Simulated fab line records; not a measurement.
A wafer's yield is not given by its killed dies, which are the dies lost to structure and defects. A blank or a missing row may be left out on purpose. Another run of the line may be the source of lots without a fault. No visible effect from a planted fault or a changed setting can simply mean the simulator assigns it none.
Which tool did it? ; flow gf180mcu ; 39 wafers from 13 lots sampled at 5 of the route's 602 steps

## WHAT THE GAUGES SHOWED, per wafer
GF_POLY_GATE_THK_MEAS_01. Usual: POLY_GATE_CVD_00_THK 200.4 nm, standard deviation 2.1.
lot;measured;on;POLY_GATE_CVD_00_THK (nm);flag
L506;day 8 11:52;film-metro-03;200.3 201.7 202.1;
L507;day 8 22:39;film-metro-03;203.1 201.2 202.1;
L509;day 9 12:04;film-metro-02;202.2 202.9 203.5;
L511;day 9 21:47;film-metro-03;204.0 201.7 202.3;
L510;day 9 21:48;film-metro-02;199.2 200.3 199.5;
L513;day 10 11:53;film-metro-02;198.4 197.9 198.8;
L514;day 10 15:26;film-metro-02;200.9 200.7 200.0;
L517;day 11 17:10;film-metro-02;200.4 197.9 198.9;
L522;day 13 00:52;film-metro-03;199.5 200.5 199.9;
L524;day 13 19:53;film-metro-03;202.5 202.6 204.0;
L525;day 13 23:35;film-metro-03;195.5 195.3 196.2;
L527;day 14 11:21;film-metro-03;195.6 198.5 196.1;
L528;day 15 03:24;film-metro-04;199.9 200.6 201.3;

GF_NSD_OVL_MEAS_08. Usual: NSD_OVL 1.4 nm, standard deviation 1.4.
lot;measured;on;NSD_OVL (nm);flag
L506;day 13 09:31;overlay-01;0.3 -0.7 -0.3;
L507;day 13 18:10;overlay-02;0.6 2.9 1.6;
L509;day 14 14:04;overlay-02;2.8 3.8 2.6;
L511;day 15 01:24;overlay-01;1.0 1.4 1.8;
L510;day 15 01:43;overlay-01;3.8 2.4 -0.9;
L513;day 15 17:22;overlay-02;1.5 -0.5 0.3;
L514;day 15 21:31;overlay-01;4.1 5.5 5.2;
L517;day 17 04:26;overlay-01;1.7 -0.6 0.8;
L522;day 18 19:10;overlay-01;0.6 4.0 1.6;
L524;day 19 16:36;overlay-02;1.0 2.1 -0.7;
L525;day 19 23:25;overlay-01;1.6 2.4 2.6;
L527;day 20 11:51;overlay-01;0.7 -0.1 0.1;
L528;day 21 05:37;overlay-01;3.1 3.1 3.0;

## WHICH TOOL RAN EACH LOT (tool, then ch and the chambers of the sampled wafers, then the start)
lot;GF_HV_LDD_STRIP_10;GF_HV_LDD_COAT_41;GF_HV_LDD_STRIP_49
L506;plasma-asher-04 ch 0,1, day 10 00:17;litho-track-02 ch 0, day 11 23:56;plasma-asher-02 ch 0,1, day 12 09:55
L507;plasma-asher-02 ch 0,1, day 10 09:59;litho-track-04 ch 0, day 12 09:39;plasma-asher-04 ch 0,1, day 12 19:32
L509;plasma-asher-04 ch 0,1, day 11 01:55;litho-track-01 ch 0, day 13 03:20;plasma-asher-04 ch 0,1, day 13 13:52
L511;plasma-asher-02 ch 0,1, day 11 11:56;litho-track-02 ch 0, day 13 14:17;plasma-asher-03 ch 0,1, day 14 00:47
L510;plasma-asher-03 ch 1, day 11 12:20;litho-track-01 ch 0, day 13 15:30;plasma-asher-02 ch 0,1, day 14 01:41
L513;plasma-asher-03 ch 0,1, day 12 02:20;litho-track-01 ch 0, day 14 05:38;plasma-asher-03 ch 0,1, day 14 16:13
L514;plasma-asher-04 ch 0,1, day 12 06:23;litho-track-04 ch 0, day 14 09:33;plasma-asher-04 ch 0,1, day 14 20:16
L517;plasma-asher-04 ch 0,1, day 13 10:38;litho-track-04 ch 0, day 15 15:08;plasma-asher-03 ch 0,1, day 16 02:58
L522;plasma-asher-03 ch 0,1, day 14 20:44;litho-track-01 ch 0, day 17 04:42;plasma-asher-04 ch 0,1, day 17 16:53
L524;plasma-asher-02 ch 0,1, day 15 15:58;litho-track-01 ch 0, day 18 01:20;plasma-asher-02 ch 0,1, day 18 13:11
L525;plasma-asher-02 ch 1, day 15 19:53;litho-track-04 ch 0, day 18 06:08;plasma-asher-02 ch 0,1, day 18 19:04
L527;plasma-asher-04 ch 0,1, day 16 08:43;litho-track-02 ch 0, day 18 19:08;plasma-asher-03 ch 0,1, day 19 07:52
L528;plasma-asher-02 ch 0,1, day 17 01:17;litho-track-02 ch 0, day 19 13:41;plasma-asher-04 ch 0,1, day 20 02:02
- GF_HV_LDD_STRIP_10: strips in O2/N2.
- GF_HV_LDD_COAT_41: resist thk 1000 nm.
- GF_HV_LDD_STRIP_49: strips in O2/N2.

## AS READ BY THE TOOLS THEMSELVES (means over the sampled wafers that have a number; for cases with no such wafer, the mark the record gives instead)
GF_HV_LDD_STRIP_10. Usual: drypump-motor-current-A 5.9 A, standard deviation 0.45; heater-power-w 317 W, standard deviation 26; oes-product-au 0.716 a.u., standard deviation 0.0046; strip-time-to-endpoint-s 12.63 s, standard deviation 0.035.
lot;tool;drypump-motor-current-A (A);heater-power-w (W);oes-product-au (a.u.);strip-time-to-endpoint-s (s);flag
L506;plasma-asher-04;5.6;344;0.713;12.63;
L507;plasma-asher-02;6.3;302;0.721;12.61;
L509;plasma-asher-04;5.6;347;0.719;12.59;
L511;plasma-asher-02;6.3;303;0.719;12.63;
L510;plasma-asher-03;6.3;327;0.720;12.61;
L513;plasma-asher-03;5.9;319;0.714;12.71;
L514;plasma-asher-04;5.6;346;0.719;12.63;
L517;plasma-asher-04;5.6;340;0.719;12.62;
L522;plasma-asher-03;5.5;311;0.716;12.62;
L524;plasma-asher-02;6.4;299;0.717;12.57;
L525;plasma-asher-02;6.2;271;0.712;12.66;
L527;plasma-asher-04;5.6;338;0.712;12.66;
L528;plasma-asher-02;6.3;289;0.716;12.62;

GF_HV_LDD_COAT_41. Usual: spin-speed-rpm at 2999.9 rpm, with a standard deviation of 1.9.
lot;tool;spin-speed-rpm (rpm);flag
L506;litho-track-02;3001.1;
L507;litho-track-04;2999.3;
L509;litho-track-01;2998.1;
L511;litho-track-02;3002.6;
L510;litho-track-01;3001.5;
L513;litho-track-01;2997.3;
L514;litho-track-04;3000.2;
L517;litho-track-04;3000.9;
L522;litho-track-01;3122.9;OFF
L524;litho-track-01;3124.1;OFF
L525;litho-track-04;3000.3;
L527;litho-track-02;2999.6;
L528;litho-track-02;2999.3;

GF_HV_LDD_STRIP_49. Usual: drypump-motor-current-A 5.9 A, standard deviation 0.44; heater-power-w 318 W, standard deviation 26; oes-product-au 0.716 a.u., standard deviation 0.0041; strip-time-to-endpoint-s 12.63 s, standard deviation 0.032.
lot;tool;drypump-motor-current-A (A);heater-power-w (W);oes-product-au (a.u.);strip-time-to-endpoint-s (s);flag
L506;plasma-asher-02;6.3;300;0.719;12.61;
L507;plasma-asher-04;5.5;346;0.715;12.62;
L509;plasma-asher-04;5.6;335;0.717;12.67;
L511;plasma-asher-03;5.5;307;0.712;12.68;
L510;plasma-asher-02;6.3;300;0.717;12.61;
L513;plasma-asher-03;5.5;308;0.716;12.57;
L514;plasma-asher-04;5.6;346;0.716;12.65;
L517;plasma-asher-03;5.9;323;0.720;12.63;
L522;plasma-asher-04;5.6;341;0.716;12.39;OFF
L524;plasma-asher-02;6.3;302;0.721;12.39;OFF
L525;plasma-asher-02;6.3;291;0.719;12.60;
L527;plasma-asher-03;5.8;318;0.715;12.62;
L528;plasma-asher-04;5.6;338;0.718;12.64;

## THE ANSWER, worked out from the rows above alone
Rule: a lot counts as off when the mean over its wafers that have a number is more than 3 standard deviations away from the usual mean. Also off: a lot with no number at a reading for which 4 or more lots have one. The other lots that the step has rows for count as sound. Order of review: gauges by route order, followed by the tools' own readings, for which a lot's mean as printed above is used. The first step at which some lot is off is used, and at that step the reading that is off furthest; a lot without a number counts as furthest.
Off at GF_HV_LDD_COAT_41 (spin-speed-rpm): L522, L524.
A tool fits if, at that step or a process step before it, it ran every lot that is off, and no sound lot after the first of them. One candidate fits, namely litho-track-01 at GF_HV_LDD_COAT_41. Its last sound lot is L513 (day 14 05:38), its first lot that is off L522 (day 17 04:42): a fault that began between those two fits.
On the lots that are off, the tool's own readings at GF_HV_LDD_COAT_41 differ by more than 5 times the standard deviation of the sound lots' means, which bears it out; spin-speed-rpm reads 3123.5 rpm there versus 3000.0 rpm on the sound lots.

## WHAT WAS PUT IN BY THE SIMULATOR
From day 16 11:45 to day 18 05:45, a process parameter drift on litho-track-01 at GF_HV_LDD_COAT_41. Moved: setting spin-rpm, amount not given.
Struck lots among those shown: L522, L524. This agrees with what the rule above found.
